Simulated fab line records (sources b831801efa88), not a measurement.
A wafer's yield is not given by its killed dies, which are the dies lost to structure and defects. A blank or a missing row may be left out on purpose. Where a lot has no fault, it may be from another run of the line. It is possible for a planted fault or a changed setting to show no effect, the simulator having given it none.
fab line records ; flow sky130 ; part 1 of 2: steps 1 to 23 of 33
record: lots: 5; wafers: 15; lastDay: 47
route steps=708 shown FIELD_ISO@17 NWELL@32 DNWELL@35 PWDE@45
lots untouched by any fault: they come from a run of this same line in which no faults occurred
startH: the number of hours between the record's first day and the start of the first shown wafer of the lot ; waitH: hours from the lot's prior step to this one ; " identical to the entry in the row above ; L1.1+2: several wafers, shown together as one row ; - no value present, or no start provided ; * or withheld: withheld ; < > ~ a bound
route shown NAME@n: names a module that has steps shown in the file, with the first one's number in the route ; usual: the fault-free wafers' mean and standard deviation ; same: alike in all rows ; chamber/n: place in a boat ; sites: readings site by site ; _std_site: the standard deviation of these ; _edge_site: the outer-site mean with the inner-site mean subtracted ; radiusMm: for every site, how far away it sits from the centre of the wafer ; mask NAME#n: copy n ; behind: the tool/chamber that last shaped the wafer ; hold: why the lot went on hold/how many hours it stayed there/how the hold came to an end ; device: transistor that didn't switch, given as n, p or np ; end of line: tests of these same wafers at the route's end ; step lacking rows: just its recipe ; killed: the dies lost at the first sort to structure and to defects; this is not the yield of the wafer ; map: a wafer's dies, x killed, . not, _ none there
set.NAME: the setting as run; set.NAME@STEP: as run at that earlier step ; model.NAME: the simulator's own value behind a step, which no gauge read
lots at selected steps of the route; one table per step, one row per wafer
services: the hour from which a tool's chamber was out of use, counted from the record's first day as startH (under 0 if before that day), plus the number of hours and why
== steps ==
step: SKY_FIELD_ISO_STRIP_16
recipe: chemistry: O2/N2; powerW: 1400; pressureMtorr: 1500; platenTempC: withheld; o2FlowSccm: 3000; n2FlowSccm: 300; overashFraction: 0.5
usual: drypumpMotorCurrentA: 5.5/0.32; o2FlowSccm: 2999/8.6; oesProductAu: 0.380/0.0045; stripTimeToEndpointS: 3.59/0.033
same: overashFraction: 0.5
lot.wafer;tool;chamber;startH;waitH;drypumpMotorCurrentA;o2FlowSccm;oesProductAu;rfHoursCounterH;stripTimeToEndpointS
L077.2;plasmaAsher-02;1;44.89;0.0;5.3;3004;0.377;42;3.56
L077.4;plasmaAsher-02;0;44.89;0.0;5.7;2991;0.375;-;3.60
L077.5;plasmaAsher-02;1;44.89;0.0;5.3;2994;0.376;-;3.55
L078.1;plasmaAsher-02;0;50.99;0.0;5.6;3000;0.377;43;3.57
L078.2;plasmaAsher-02;1;50.99;0.0;5.2;3005;0.373;43;3.57
L078.5;plasmaAsher-02;0;50.99;0.0;5.6;3008;0.371;-;3.55
L080.1;plasmaAsher-04;1;61.94;0.0;5.0;2996;0.370;37;3.57
L080.5;plasmaAsher-04;1;61.94;0.0;5.0;2985;0.377;-;3.53
L080.6;plasmaAsher-04;0;61.94;0.0;6.0;3005;0.380;-;3.56
L081.1;plasmaAsher-01;1;65.61;0.0;5.6;3005;0.375;34;3.61
L081.2;plasmaAsher-01;0;65.61;0.0;5.7;3004;0.376;34;3.59
L081.3;plasmaAsher-01;0;65.61;0.0;5.7;2999;0.383;-;3.57
L083.1;plasmaAsher-02;0;75.09;0.0;5.6;2991;0.381;45;3.56
L083.3;plasmaAsher-02;0;75.09;0.0;5.6;3014;0.376;-;3.60
L083.4;plasmaAsher-02;1;75.09;0.0;5.2;3011;0.375;-;3.60
step: SKY_FIELD_ISO_ETCH_17
recipe: targetDepthA: 3420; maskMaterial: Si3N4; chemistry: HBr/Cl2/O2; target: Si; taperDeg: 5; icpW: 600; biasW: 150; pressureMtorr: 15; HBr_flow_sccm: 150; Cl2_flow_sccm: 40; O2_flow_sccm: 6; timeS: 97.7
usual: drypumpMotorCurrentA: 5.6/0.48; oesProductAu: 0.999/0.01; throttleValvePct: 25.656/0.011
lot.wafer;tool;chamber;startH;waitH;drypumpMotorCurrentA;oesProductAu;rfHoursCounterH;throttleValvePct
L077.2;rieSi-02;2;44.99;0.1;5.5;0.994;101;25.648
L077.4;rieSi-02;1;44.99;0.1;6.2;0.998;82;25.650
L077.5;rieSi-02;3;44.99;0.1;6.6;1.005;-;25.649
L078.1;rieSi-01;2;51.09;0.1;5.0;1.017;117;25.650
L078.2;rieSi-01;0;51.09;0.1;5.2;1.004;97;25.663
L078.5;rieSi-01;3;51.09;0.1;5.9;1.011;-;25.669
L080.1;rieSi-02;2;62.04;0.1;5.5;0.998;101;25.662
L080.5;rieSi-02;0;62.04;0.1;5.4;0.995;-;25.657
L080.6;rieSi-02;3;62.04;0.1;6.5;1.012;-;25.648
L081.1;rieSi-01;3;65.71;0.1;5.9;1.001;3;25.665
L081.2;rieSi-01;0;65.71;0.1;5.2;1.003;98;25.650
L081.3;rieSi-01;1;65.71;0.1;5.8;0.981;11;25.655
L083.1;rieSi-01;0;75.19;0.1;5.1;0.986;98;25.670
L083.3;rieSi-01;2;75.19;0.1;5.0;1.011;117;25.622
L083.4;rieSi-01;1;75.19;0.1;5.8;0.988;11;25.657
step: SKY_FIELD_ISO_WET_ETCH_18
recipe: chemistry: H3PO4; targetDepthNm: 25; tempC: 160; target: Si3N4; timeS: 286
usual: bathHeatDutyPct: 27.2/2.3
lot.wafer;tool;chamber;startH;waitH;bathHeatDutyPct
L077.2;wetBench-01;3;45.06;0.0;28.1
L077.4;wetBench-01;3;45.06;0.0;30.1
L077.5;wetBench-01;3;45.06;0.0;28.3
L078.1;wetBench-03;1;51.16;0.0;24.8
L078.2;wetBench-03;1;51.16;0.0;25.4
L078.5;wetBench-03;1;51.16;0.0;24.6
L080.1;wetBench-04;1;62.11;0.0;25.6
L080.5;wetBench-04;1;62.11;0.0;25.5
L080.6;wetBench-04;1;62.11;0.0;25.4
L081.1;wetBench-04;1;65.78;0.0;26.4
L081.2;wetBench-04;1;65.78;0.0;23.4
L081.3;wetBench-04;1;65.78;0.0;24.5
L083.1;wetBench-01;2;75.26;0.0;27.2
L083.3;wetBench-01;2;75.26;0.0;28.1
L083.4;wetBench-01;2;75.26;0.0;28.4
step: SKY_FIELD_ISO_CLEAN_19
recipe: chemistry: SC1/SC2; mix: 1:4:20; tempC: 70; timeS: 150
usual: bathHeatDutyPct: 13.6/1.2
lot.wafer;tool;chamber;startH;waitH;bathHeatDutyPct
L077.2;wetBench-04;2;45.16;0.0;14.7
L077.4;wetBench-04;2;45.16;0.0;14.2
L077.5;wetBench-04;2;45.16;0.0;13.4
L078.1;wetBench-04;0;51.27;0.0;11.7
L078.2;wetBench-04;0;51.27;0.0;13.4
L078.5;wetBench-04;0;51.27;0.0;13.4
L080.1;wetBench-01;0;62.21;0.0;15.9
L080.5;wetBench-01;0;62.21;0.0;15.4
L080.6;wetBench-01;0;62.21;0.0;15.1
L081.1;wetBench-01;1;65.87;0.0;13.3
L081.2;wetBench-01;1;65.87;0.0;14.0
L081.3;wetBench-01;1;65.87;0.0;14.7
L083.1;wetBench-04;3;75.35;0.0;13.6
L083.3;wetBench-04;3;75.35;0.0;13.9
L083.4;wetBench-04;3;75.35;0.0;12.6
step: SKY_FIELD_ISO_CLEAN_20
recipe: chemistry: dHF; timeS: 20; dilution: 100:1
lot.wafer;tool;chamber;startH;waitH
L077.2+4+5;wetBench-03;3;45.21;0.0
L078.1+2+5;wetBench-01;2;51.32;0.0
L080.1+5+6;wetBench-03;3;62.26;0.0
L081.1+2+3;wetBench-04;3;65.92;0.0
L083.1+3+4;wetBench-03;0;75.40;0.0
step: SKY_FIELD_ISO_WET_ETCH_21
recipe: chemistry: dHF; dilution: 100:1; targetDepthNm: 20; dry: ipaMarangoni; target: SiO2; tempC: 25; timeS: 400
usual: bathHeatDutyPct: 6.5/0.58
lot.wafer;tool;chamber;startH;waitH;bathHeatDutyPct
L077.2;wetBench-01;0;45.22;0.0;8.0
L077.4;wetBench-01;0;45.22;0.0;7.2
L077.5;wetBench-01;0;45.22;0.0;6.6
L078.1;wetBench-03;2;51.33;0.0;7.6
L078.2;wetBench-03;2;51.33;0.0;6.6
L078.5;wetBench-03;2;51.33;0.0;7.1
L080.1;wetBench-04;2;62.27;0.0;6.9
L080.5;wetBench-04;2;62.27;0.0;6.3
L080.6;wetBench-04;2;62.27;0.0;6.7
L081.1;wetBench-03;0;65.94;0.0;6.2
L081.2;wetBench-03;0;65.94;0.0;7.7
L081.3;wetBench-03;0;65.94;0.0;6.7
L083.1;wetBench-01;2;75.42;0.0;6.7
L083.3;wetBench-01;2;75.42;0.0;7.0
L083.4;wetBench-01;2;75.42;0.0;5.8
step: SKY_FIELD_ISO_OXIDATION_22
recipe: tempC: 950; ambient: O2; stabiliseS: 600; purgeS: 300; targetThkA: 100; oxTimeS: 623
usual: spikeTcUpperC: 950.1/0.92; zonePowerTopPct: 32.9/1.8
same: stabiliseS: 600
lot.wafer;tool;chamber;startH;waitH;spikeTcUpperC;zonePowerTopPct
L077.2;furnace-01;0;48.32;3.0;950.6;31.6
L077.4;furnace-01;0;48.32;3.0;948.7;31.6
L077.5;furnace-01;0;48.32;3.0;948.6;31.4
L078.1;furnace-01;0;53.90;2.4;948.6;31.5
L078.2;furnace-01;0;53.90;2.4;950.9;31.2
L078.5;furnace-01;0;53.90;2.4;949.1;31.5
L080.1;furnace-01;0;64.61;2.2;949.8;31.3
L080.5;furnace-01;0;64.61;2.2;949.1;31.4
L080.6;furnace-01;0;64.61;2.2;950.0;31.4
L081.1;furnace-01;0;67.29;1.2;949.3;31.9
L081.2;furnace-01;0;67.29;1.2;950.2;31.0
L081.3;furnace-01;0;67.29;1.2;951.1;31.3
L083.1;furnace-02;0;77.28;1.7;951.9;34.7
L083.3;furnace-02;0;77.28;1.7;951.4;34.5
L083.4;furnace-02;0;77.28;1.7;950.2;35.0
step: SKY_FIELD_ISO_THK_MEAS_23
recipe: reads: SiO2_of_FIELD_ISO_OXIDATION_22
usual: FIELD_ISO_OXIDATION_01_THK: 10.00/0.21
lot.wafer;tool;chamber;startH;waitH;FIELD_ISO_OXIDATION_01_THK[nm]
L077.2;filmMetro-03;-;49.51;0.0;10.34
L077.4;filmMetro-03;-;49.51;0.0;10.36
L077.5;filmMetro-03;-;49.51;0.0;10.32
L078.1;filmMetro-04;-;55.08;0.0;9.97
L078.2;filmMetro-04;-;55.08;0.0;10.17
L078.5;filmMetro-04;-;55.08;0.0;10.03
L080.1;filmMetro-03;-;65.78;0.0;9.97
L080.5;filmMetro-03;-;65.78;0.0;10.25
L080.6;filmMetro-03;-;65.78;0.0;10.15
L081.1;filmMetro-04;-;68.46;0.0;10.32
L081.2;filmMetro-04;-;68.46;0.0;10.12
L081.3;filmMetro-04;-;68.46;0.0;10.30
L083.1;filmMetro-01;-;78.46;0.0;9.93
L083.3;filmMetro-01;-;78.46;0.0;10.01
L083.4;filmMetro-01;-;78.46;0.0;10.12
step: SKY_FIELD_ISO_CVD_24
recipe: material: SiO2; targetThkNm: 595; tempC: 650; sigmaOpenFrac: 0.3; timeS: 99.2; sih4FlowSccm: 60; pressureMtorr: 6
lot.wafer;tool;chamber;startH;waitH
L077.2+4+5;hdpcvd-01;0,1,0;49.56;0.0
L078.1+2+5;hdpcvd-01;0,1,1;55.14;0.1
L080.1+5+6;hdpcvd-01;2,0,2;65.84;0.1
L081.1+2+3;hdpcvd-01;0,1,2;68.52;0.1
L083.1+3+4;hdpcvd-01;0,2,2;78.52;0.1
step: SKY_FIELD_ISO_THK_MEAS_25
recipe: reads: SiO2_of_FIELD_ISO_CVD_24
usual: FIELD_ISO_CVD_24_THK: 595/5.4
lot.wafer;tool;chamber;startH;waitH;FIELD_ISO_CVD_24_THK[nm]
L077.2;filmMetro-03;-;49.64;0.0;598
L077.4;filmMetro-03;-;49.64;0.0;591
L077.5;filmMetro-03;-;49.64;0.0;599
L078.1;filmMetro-04;-;55.21;0.0;599
L078.2;filmMetro-04;-;55.21;0.0;597
L078.5;filmMetro-04;-;55.21;0.0;591
L080.1;filmMetro-01;-;65.91;0.0;597
L080.5;filmMetro-01;-;65.91;0.0;595
L080.6;filmMetro-01;-;65.91;0.0;592
L081.1;filmMetro-01;-;68.60;0.0;592
L081.2;filmMetro-01;-;68.60;0.0;587
L081.3;filmMetro-01;-;68.60;0.0;601
L083.1;filmMetro-04;-;78.59;0.0;597
L083.3;filmMetro-04;-;78.59;0.0;600
L083.4;filmMetro-04;-;78.59;0.0;608
step: SKY_FIELD_ISO_ANNEAL_26
recipe: tempC: 1000; timeS: 1800; ambient: N2
usual: spikeTcUpperC: 1000.0/1; zonePowerTopPct: 35.4/1.9
lot.wafer;tool;chamber;startH;waitH;spikeTcUpperC;zonePowerTopPct
L077.2;furnace-01;0;51.00;1.3;999.0;34.3
L077.4;furnace-01;0;51.00;1.3;999.4;33.9
L077.5;furnace-01;0;51.00;1.3;999.5;34.0
L078.1;furnace-01;0;56.47;1.3;1002.9;34.0
L078.2;furnace-01;0;56.47;1.3;999.3;34.1
L078.5;furnace-01;0;56.47;1.3;998.6;33.4
L080.1;furnace-02;0;67.09;1.2;1000.0;37.2
L080.5;furnace-02;0;67.09;1.2;1000.4;37.8
L080.6;furnace-02;0;67.09;1.2;1001.0;38.0
L081.1;furnace-02;0;68.66;0.1;1000.1;37.7
L081.2;furnace-02;0;68.66;0.1;999.6;37.5
L081.3;furnace-02;0;68.66;0.1;999.2;38.0
L083.1;furnace-01;0;79.49;0.9;1000.7;34.6
L083.3;furnace-01;0;79.49;0.9;1000.8;34.1
L083.4;furnace-01;0;79.49;0.9;999.7;34.7
step: SKY_FIELD_ISO_CMP_27
recipe: stopOn: Si3N4; tOverpolishS: 16; downForcePsi: 4; platenRpm: 60; targetThkNm: 457.8; padVelocityMS: 0.94248
usual: motorCurrentA: 11.9/0.86; overpolishRunS: 16.001/0.0097; timeToEndpointS: 112/3.8
lot.wafer;tool;chamber;startH;waitH;motorCurrentA;overpolishRunS;timeToEndpointS
L077.4;cmp-02;1;52.50;0.0;11.9;15.990;113
L077.2;cmp-02;3;52.50;0.0;11.8;15.999;112
L077.5;cmp-02;1;52.50;0.0;12.6;15.994;109
L078.1;cmp-02;1;57.97;0.0;12.2;16.005;110
L078.2;cmp-02;3;57.97;0.0;11.7;15.996;115
L078.5;cmp-02;2;57.97;0.0;11.0;16.006;107
L080.1;cmp-01;2;68.59;0.0;10.5;16.010;116
L080.6;cmp-01;2;68.59;0.0;10.4;15.986;117
L080.5;cmp-01;3;68.59;0.0;11.4;15.985;113
L081.3;cmp-01;2;70.16;0.0;10.0;15.995;112
L081.1;cmp-01;3;70.16;0.0;11.8;15.992;111
L081.2;cmp-01;0;70.16;0.0;11.5;16.000;107
L083.4;cmp-01;3;80.99;0.0;12.0;16.019;116
L083.1;cmp-01;0;80.99;0.0;11.7;16.017;112
L083.3;cmp-01;2;80.99;0.0;11.2;15.998;117
step: SKY_FIELD_ISO_WET_ETCH_28
recipe: chemistry: dHF; targetDepthNm: 23.7; target: SiO2; dilution: 10:1; tempC: 25; timeS: 47
usual: bathHeatDutyPct: 6.4/0.71
lot.wafer;tool;chamber;startH;waitH;bathHeatDutyPct
L077.2;wetBench-04;3;52.80;0.1;5.6
L077.4;wetBench-04;3;52.80;0.1;5.4
L077.5;wetBench-04;3;52.80;0.1;5.8
L078.1;wetBench-01;0;58.27;0.2;6.5
L078.2;wetBench-01;0;58.27;0.2;6.4
L078.5;wetBench-01;0;58.27;0.2;6.8
L080.1;wetBench-03;0;68.89;0.2;5.9
L080.5;wetBench-03;0;68.89;0.2;6.6
L080.6;wetBench-03;0;68.89;0.2;7.4
L081.1;wetBench-04;1;70.46;0.2;6.6
L081.2;wetBench-04;1;70.46;0.2;6.6
L081.3;wetBench-04;1;70.46;0.2;6.5
L083.1;wetBench-03;3;81.29;0.2;6.0
L083.3;wetBench-03;3;81.29;0.2;6.7
L083.4;wetBench-03;3;81.29;0.2;5.6
step: SKY_FIELD_ISO_WET_ETCH_29
recipe: chemistry: H3PO4; targetDepthNm: 160; target: Si3N4; tempC: 160; timeS: 1825
usual: bathHeatDutyPct: 28.1/2
lot.wafer;tool;chamber;startH;waitH;bathHeatDutyPct
L077.2;wetBench-01;0;52.84;0.0;29.7
L077.4;wetBench-01;0;52.84;0.0;28.9
L077.5;wetBench-01;0;52.84;0.0;30.0
L078.1;wetBench-04;3;58.31;0.0;24.3
L078.2;wetBench-04;3;58.31;0.0;23.8
L078.5;wetBench-04;3;58.31;0.0;25.9
L080.1;wetBench-04;3;68.91;0.0;23.8
L080.5;wetBench-04;3;68.91;0.0;24.5
L080.6;wetBench-04;3;68.91;0.0;25.1
L081.1;wetBench-01;1;70.48;0.0;27.9
L081.2;wetBench-01;1;70.48;0.0;27.9
L081.3;wetBench-01;1;70.48;0.0;29.0
L083.1;wetBench-01;0;81.31;0.0;31.8
L083.3;wetBench-01;0;81.31;0.0;30.1
L083.4;wetBench-01;0;81.31;0.0;28.8
step: SKY_FIELD_ISO_WET_ETCH_30
recipe: chemistry: dHF; targetDepthNm: 25; target: SiO2; dilution: 10:1; tempC: 25; timeS: 50
usual: bathHeatDutyPct: 6.5/0.69
lot.wafer;tool;chamber;startH;waitH;bathHeatDutyPct
L077.2;wetBench-04;3;53.96;0.0;5.2
L077.4;wetBench-04;3;53.96;0.0;5.8
L077.5;wetBench-04;3;53.96;0.0;5.3
L078.1;wetBench-03;0;59.44;0.0;7.0
L078.2;wetBench-03;0;59.44;0.0;7.5
L078.5;wetBench-03;0;59.44;0.0;6.5
L080.1;wetBench-01;1;69.47;0.0;6.6
L080.5;wetBench-01;1;69.47;0.0;6.6
L080.6;wetBench-01;1;69.47;0.0;7.3
L081.1;wetBench-03;0;70.99;0.0;6.5
L081.2;wetBench-03;0;70.99;0.0;6.1
L081.3;wetBench-03;0;70.99;0.0;7.2
L083.1;wetBench-04;0;81.83;0.0;6.1
L083.3;wetBench-04;0;81.83;0.0;5.5
L083.4;wetBench-04;0;81.83;0.0;5.9
step: SKY_NWELL_CLEAN_00
recipe: chemistry: SC1/SC2; mix: 1:4:20; tempC: 70; timeS: 150; dry: n2Spin
usual: bathHeatDutyPct: 13.5/1
lot.wafer;tool;chamber;startH;waitH;bathHeatDutyPct
L077.2;wetBench-03;2;54.01;0.0;13.6
L077.4;wetBench-03;2;54.01;0.0;14.4
L077.5;wetBench-03;2;54.01;0.0;14.6
L078.1;wetBench-01;2;59.46;0.0;15.0
L078.2;wetBench-01;2;59.46;0.0;14.4
L078.5;wetBench-01;2;59.46;0.0;14.7
L080.1;wetBench-03;3;69.50;0.0;13.0
L080.5;wetBench-03;3;69.50;0.0;13.5
L080.6;wetBench-03;3;69.50;0.0;12.8
L081.1;wetBench-04;0;71.02;0.0;12.2
L081.2;wetBench-04;0;71.02;0.0;13.4
L081.3;wetBench-04;0;71.02;0.0;13.6
L083.1;wetBench-03;3;81.85;0.0;12.3
L083.3;wetBench-03;3;81.85;0.0;12.5
L083.4;wetBench-03;3;81.85;0.0;12.6
step: SKY_NWELL_OXIDATION_01
recipe: tempC: 900; ambient: O2; stabiliseS: 600; purgeS: 300; targetThkA: 100; oxTimeS: 1418
usual: spikeTcUpperC: 900.0/1.1; zonePowerTopPct: 30.1/1.7
same: stabiliseS: 600
lot.wafer;tool;chamber;startH;waitH;spikeTcUpperC;zonePowerTopPct
L077.2;furnace-01;0;55.08;1.0;901.5;28.2
L077.4;furnace-01;0;55.08;1.0;900.3;28.8
L077.5;furnace-01;0;55.08;1.0;901.4;28.7
L078.1;furnace-01;0;61.80;2.2;900.8;28.3
L078.2;furnace-01;0;61.80;2.2;898.5;29.1
L078.5;furnace-01;0;61.80;2.2;899.4;28.4
L080.1;furnace-01;0;71.06;1.5;902.5;28.3
L080.5;furnace-01;0;71.06;1.5;899.0;28.5
L080.6;furnace-01;0;71.06;1.5;901.5;28.9
L081.1;furnace-01;0;72.46;1.4;900.0;28.4
L081.2;furnace-01;0;72.46;1.4;901.6;28.1
L081.3;furnace-01;0;72.46;1.4;900.8;28.0
L083.1;furnace-01;0;84.57;2.7;897.0;28.6
L083.3;furnace-01;0;84.57;2.7;899.4;28.4
L083.4;furnace-01;0;84.57;2.7;901.4;28.9
step: SKY_NWELL_THK_MEAS_02
recipe: reads: SiO2_of_NWELL_OXIDATION_01
usual: NWELL_OXIDATION_THK: 10.00/0.2
lot.wafer;tool;chamber;startH;waitH;NWELL_OXIDATION_THK[nm]
L077.2;filmMetro-02;-;56.48;0.0;10.17
L077.4;filmMetro-02;-;56.48;0.0;10.20
L077.5;filmMetro-02;-;56.48;0.0;10.15
L078.1;filmMetro-03;-;63.20;0.0;10.18
L078.2;filmMetro-03;-;63.20;0.0;10.36
L078.5;filmMetro-03;-;63.20;0.0;10.20
L080.1;filmMetro-01;-;72.46;0.0;10.14
L080.5;filmMetro-01;-;72.46;0.0;10.12
L080.6;filmMetro-01;-;72.46;0.0;10.02
L081.1;filmMetro-01;-;73.85;0.0;10.06
L081.2;filmMetro-01;-;73.85;0.0;10.03
L081.3;filmMetro-01;-;73.85;0.0;9.99
L083.1;filmMetro-02;-;85.96;0.0;9.79
L083.3;filmMetro-02;-;85.96;0.0;9.68
L083.4;filmMetro-02;-;85.96;0.0;9.80
step: SKY_DNWELL_DEHYDRATE_00
recipe: tempC: 200; timeS: 60
usual: resistLineTempC: 23.01/0.11
lot.wafer;tool;chamber;startH;waitH;resistLineTempC
L077.2;lithoTrack-01;0;63.76;7.3;23.15
L077.4;lithoTrack-01;0;63.76;7.3;23.09
L077.5;lithoTrack-01;0;63.76;7.3;22.98
L078.1;lithoTrack-01;0;70.09;6.9;23.07
L078.2;lithoTrack-01;0;70.09;6.9;23.01
L078.5;lithoTrack-01;0;70.09;6.9;22.98
L080.1;lithoTrack-02;0;79.67;7.2;22.88
L080.5;lithoTrack-02;0;79.67;7.2;22.98
L080.6;lithoTrack-02;0;79.67;7.2;23.04
L081.1;lithoTrack-03;0;81.11;7.2;23.00
L081.2;lithoTrack-03;0;81.11;7.2;22.93
L081.3;lithoTrack-03;0;81.11;7.2;22.98
L083.1;lithoTrack-01;0;94.49;8.5;23.01
L083.3;lithoTrack-01;0;94.49;8.5;22.83
L083.4;lithoTrack-01;0;94.49;8.5;22.99
step: SKY_DNWELL_HMDS_01
recipe: primeTimeS: 60; primeTempC: 120
usual: resistLineTempC: 23.04/0.1
lot.wafer;tool;chamber;startH;waitH;resistLineTempC
L077.2;lithoTrack-01;0;63.91;0.1;22.85
L077.4;lithoTrack-01;0;63.91;0.1;23.01
L077.5;lithoTrack-01;0;63.91;0.1;23.01
L078.1;lithoTrack-01;0;70.24;0.1;22.81
L078.2;lithoTrack-01;0;70.24;0.1;22.88
L078.5;lithoTrack-01;0;70.24;0.1;22.88
L080.1;lithoTrack-02;0;79.82;0.1;23.21
L080.5;lithoTrack-02;0;79.82;0.1;23.01
L080.6;lithoTrack-02;0;79.82;0.1;23.07
L081.1;lithoTrack-03;0;81.26;0.1;23.04
L081.2;lithoTrack-03;0;81.26;0.1;23.11
L081.3;lithoTrack-03;0;81.26;0.1;22.98
L083.1;lithoTrack-01;0;94.64;0.1;23.24
L083.3;lithoTrack-01;0;94.64;0.1;23.12
L083.4;lithoTrack-01;0;94.64;0.1;23.13
step: SKY_DNWELL_COAT_02
recipe: spinRpm: 2000; resistThkNm: 2962
usual: resistLineTempC: 23.02/0.12; spinSpeedRpm: 2000.0/1.5
lot.wafer;tool;chamber;startH;waitH;resistLineTempC;spinSpeedRpm
L077.2;lithoTrack-01;0;64.06;0.1;23.07;1998.7
L077.4;lithoTrack-01;0;64.06;0.1;22.96;1996.0
L077.5;lithoTrack-01;0;64.06;0.1;23.00;1998.0
L078.1;lithoTrack-01;0;70.39;0.1;22.91;1999.6
L078.2;lithoTrack-01;0;70.39;0.1;23.06;1998.5
L078.5;lithoTrack-01;0;70.39;0.1;23.05;1999.6
L080.1;lithoTrack-02;0;79.97;0.1;22.89;2003.1
L080.5;lithoTrack-02;0;79.97;0.1;22.99;2002.8
L080.6;lithoTrack-02;0;79.97;0.1;22.88;2000.9
L081.1;lithoTrack-03;0;81.41;0.1;22.75;1999.7
L081.2;lithoTrack-03;0;81.41;0.1;22.88;1999.8
L081.3;lithoTrack-03;0;81.41;0.1;23.07;1997.8
L083.1;lithoTrack-01;0;94.79;0.1;22.94;1998.5
L083.3;lithoTrack-01;0;94.79;0.1;22.97;1999.4
L083.4;lithoTrack-01;0;94.79;0.1;22.85;1999.9
step: SKY_DNWELL_SOFTBAKE_03
recipe: tempC: 110; timeS: withheld
usual: resistLineTempC: 23.00/0.1
lot.wafer;tool;chamber;startH;waitH;resistLineTempC
L077.2;lithoTrack-01;0;64.22;0.1;23.11
L077.4;lithoTrack-01;0;64.22;0.1;22.83
L077.5;lithoTrack-01;0;64.22;0.1;22.88
L078.1;lithoTrack-01;0;70.54;0.1;22.86
L078.2;lithoTrack-01;0;70.54;0.1;23.01
L078.5;lithoTrack-01;0;70.54;0.1;23.02
L080.1;lithoTrack-02;0;80.12;0.1;22.86
L080.5;lithoTrack-02;0;80.12;0.1;22.95
L080.6;lithoTrack-02;0;80.12;0.1;23.00
L081.1;lithoTrack-03;0;81.56;0.1;22.94
L081.2;lithoTrack-03;0;81.56;0.1;23.03
L081.3;lithoTrack-03;0;81.56;0.1;22.99
L083.1;lithoTrack-01;0;94.94;0.1;23.11
L083.3;lithoTrack-01;0;94.94;0.1;23.07
L083.4;lithoTrack-01;0;94.94;0.1;23.13
step: SKY_DNWELL_EXPOSE_04
recipe: maskId: DNM; na: 0.57; targetCdNm: 3000; doseMj: 222
usual: exposureDoseMJCm2: 222.04/0.22
lot.wafer;tool;chamber;startH;waitH;mask;exposureDoseMJCm2
L077.2;ilineStepper-02;0;-;-;DNM#0;221.67
L077.4;ilineStepper-02;0;-;-;DNM#0;221.84
L077.5;ilineStepper-02;0;-;-;DNM#0;221.46
L078.1;ilineStepper-01;0;-;-;DNM#0;222.32
L078.2;ilineStepper-01;0;-;-;DNM#0;222.52
L078.5;ilineStepper-01;0;-;-;DNM#0;222.04
L080.1;ilineStepper-01;0;-;-;DNM#0;222.00
L080.5;ilineStepper-01;0;-;-;DNM#0;222.06
L080.6;ilineStepper-01;0;-;-;DNM#0;222.09
L081.1;ilineStepper-01;0;-;-;DNM#0;222.11
L081.2;ilineStepper-01;0;-;-;DNM#0;222.19
L081.3;ilineStepper-01;0;-;-;DNM#0;222.18
L083.1;ilineStepper-01;0;-;-;DNM#0;222.16
L083.3;ilineStepper-01;0;-;-;DNM#0;222.04
L083.4;ilineStepper-01;0;-;-;DNM#0;222.40
